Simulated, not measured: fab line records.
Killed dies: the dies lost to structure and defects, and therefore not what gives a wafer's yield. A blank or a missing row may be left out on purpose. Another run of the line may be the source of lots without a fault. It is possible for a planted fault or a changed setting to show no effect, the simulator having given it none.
Which tool is to blame?    flow gf180mcu    13 lots, 39 wafers sampled, at 2 steps of a route of 602

== WHAT EACH GAUGE READ, for each wafer ==
GF_PSD_OVL_MEAS_08. Usual: for PSD_OVL the level is 0.9 nm and the standard deviation is 1.6.
lot   measured      on          PSD_OVL (nm)    flag
L901  day 14 23:45  overlay-02  2.1 3.4 1.2     
L904  day 15 16:38  overlay-02  2.4 2.4 1.5     
L903  day 15 17:59  overlay-02  0.2 1.7 1.8     
L905  day 16 01:50  overlay-02  2.9 4.1 3.0     
L906  day 16 15:00  overlay-02  -1.3 0.0 -1.3   
L907  day 17 00:50  overlay-01  -1.0 2.2 3.8    
L909  day 17 10:20  overlay-02  -0.2 0.0 0.5    
L908  day 17 12:12  overlay-01  -2.1 -0.3 -0.3  
L910  day 17 23:05  overlay-02  0.6 0.9 -0.2    
L912  day 18 08:02  overlay-02  2.1 0.9 2.7     
L921  day 21 08:12  overlay-02  2.3 -0.2 1.6    
L923  day 22 05:41  overlay-02  -3.0 -2.3 0.3   

== TOOL THAT RAN EACH LOT (tool first, then ch and the chambers of the sampled wafers, then the start) ==
lot   GF_HV_LDD_STRIP_49
L901  plasma asher-01 ch 0,1, day 13 02:19
L904  plasma asher-02 ch 0,1, day 13 17:59
L903  plasma asher-03 ch 1, day 13 18:25
L905  plasma asher-02 ch 0,1, day 14 03:55
L906  plasma asher-03 ch 0,1, day 14 15:29
L907  plasma asher-03 ch 0,1, day 15 00:11
L909  plasma asher-01 ch 0,1, day 15 11:10
L908  plasma asher-02 ch 0,1, day 15 11:59
L910  plasma asher-02 ch 0,1, day 15 21:50
L912  plasma asher-03 ch 0,1, day 16 07:37
L916  plasma asher-02 ch 0,1, day 17 12:13
L921  plasma asher-03 ch 0,1, day 19 05:07
L923  plasma asher-03 ch 0,1, day 20 03:05
- GF_HV_LDD_STRIP_49: strips in O2/N2.

== WHAT THE TOOLS THEMSELVES READ (means of the sampled wafers that have a number; where no wafer has one, the mark that the record gives instead) ==
GF_HV_LDD_STRIP_49. Usual: drypump motor current A 5.6 A, standard deviation 0.34; heater power w 342 W, standard deviation 54; oes product au 0.716 a.u., standard deviation 0.0045; strip time to endpoint s 12.63 s, standard deviation 0.036.
lot   tool             drypump motor current A (A)  heater power w (W)  oes product au (a.u.)  strip time to endpoint s (s)  flag
L901  plasma asher-01  6.0                          322                 0.718                  12.69                         
L904  plasma asher-02  5.7                          302                 0.717                  12.64                         
L903  plasma asher-03  5.4                          330                 0.716                  12.65                         
L905  plasma asher-02  5.8                          320                 0.712                  12.60                         
L906  plasma asher-03  5.3                          363                 0.717                  12.63                         
L907  plasma asher-03  5.1                          398                 0.720                  12.61                         
L909  plasma asher-01  6.0                          331                 0.718                  12.64                         
L908  plasma asher-02  5.8                          322                 0.714                  12.61                         
L910  plasma asher-02  5.8                          323                 0.714                  12.61                         
L912  plasma asher-03  5.3                          367                 0.714                  12.64                         
L916  plasma asher-02  5.8                          323                 0.923                  -                             OFF
L921  plasma asher-03  5.3                          360                 0.715                  12.61                         
L923  plasma asher-03  5.1                          399                 0.715                  12.63                         

== THE ANSWER, worked out from the rows above alone ==
Rule: take the mean of a lot's wafers that have a number; if it is more than 3 standard deviations from the usual mean, the lot is off. Also off: a lot with no number at a reading for which 4 or more lots have one. Any other lot the step has rows for is counted as sound. The gauges are gone through in route order, then the tools' own readings, and for those a lot's mean is taken as printed above. At the first step where some lot is off, the reading lying furthest off is the one used; lots without a number count as furthest.
Off at GF_HV_LDD_STRIP_49 (strip time to endpoint s): L916. Without a number there: L916.
If a tool, at that step or one of the process steps before it, ran each lot that is off and ran no sound lot following the first of them, it fits. One fits: plasma asher-02 at GF_HV_LDD_STRIP_49. A fault onset in the window from L910 (day 15 21:50, its last sound lot) to L916 (day 17 12:13, its first lot off) fits.
The tool's own readings at GF_HV_LDD_STRIP_49 bear it out: on the lots that are off they differ by more than 5 times the standard deviation of the sound lots' means. oes product au reads 0.923 a.u. there against 0.716 a.u. on the sound lots.
Blank at GF_HV_LDD_STRIP_49 on the lots that are off, where sound lots have numbers: strip time to endpoint s.

== WHAT THE SIMULATOR HAD PUT IN ==
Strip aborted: plasma asher-02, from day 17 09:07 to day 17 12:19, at GF_HV_LDD_STRIP_49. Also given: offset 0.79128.
Lots struck among those shown: L916. The rule above found the same.
